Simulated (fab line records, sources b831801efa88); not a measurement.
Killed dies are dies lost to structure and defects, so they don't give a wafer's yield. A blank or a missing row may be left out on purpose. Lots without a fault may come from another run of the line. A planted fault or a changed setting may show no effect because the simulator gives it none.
Which tool did it? | flow sky130 | 11 lots, 33 wafers sampled, at 1 step of a route of 708

WHAT THE GAUGES READ, wafer by wafer
SKY_METAL2_CD_MEAS_15: target cd 140 nm.
lot  | measured     | on        | cd_nm (nm)
L602 | day 35 14:58 | cd_sem-01 | 141.1 140.1 142.2
L604 | day 36 07:32 | cd_sem-02 | 141.2 141.0 141.8
L607 | day 37 00:10 | cd_sem-01 | 141.9 140.2 141.5
L608 | day 37 09:55 | cd_sem-01 | 138.7 139.5 140.0
L609 | day 37 19:53 | cd_sem-02 | 138.2 138.4 140.2
L610 | day 38 02:20 | cd_sem-01 | 140.2 138.9 140.2
L611 | day 38 08:34 | cd_sem-01 | 139.2 138.5 138.3
L614 | day 40 12:48 | cd_sem-02 | 141.2 140.3 140.9
L620 | day 40 20:37 | cd_sem-01 | 141.9 139.8 140.3
L621 | day 41 00:42 | cd_sem-02 | 138.8 138.1 139.1
L622 | day 41 16:56 | cd_sem-02 | 140.2 138.4 139.1

WHICH TOOL RAN EACH LOT (tool, then ch and the chambers of the sampled wafers, then the start)
The record holds no process step before these readings.

THE ANSWER, worked out from the rows above alone
Rule: what is usual is taken from the lots themselves. Put in order of their means at a reading, lots are off if they are a third of the lots or fewer, leave a main group of 4 or more, and stand apart from it by a gap of 3 or more times the standard deviation of the main group's means; of several such gaps the widest counts. A main group whose means are all the same, to the digits that the tables above print for the reading, isn't used. A lot without any number at a reading at which 4 lots or more have one is off too. The other lots that the step has rows for count as sound.
No lot is off at any reading shown: from this, nothing can be told.

WHAT THE SIMULATOR HAD PUT IN
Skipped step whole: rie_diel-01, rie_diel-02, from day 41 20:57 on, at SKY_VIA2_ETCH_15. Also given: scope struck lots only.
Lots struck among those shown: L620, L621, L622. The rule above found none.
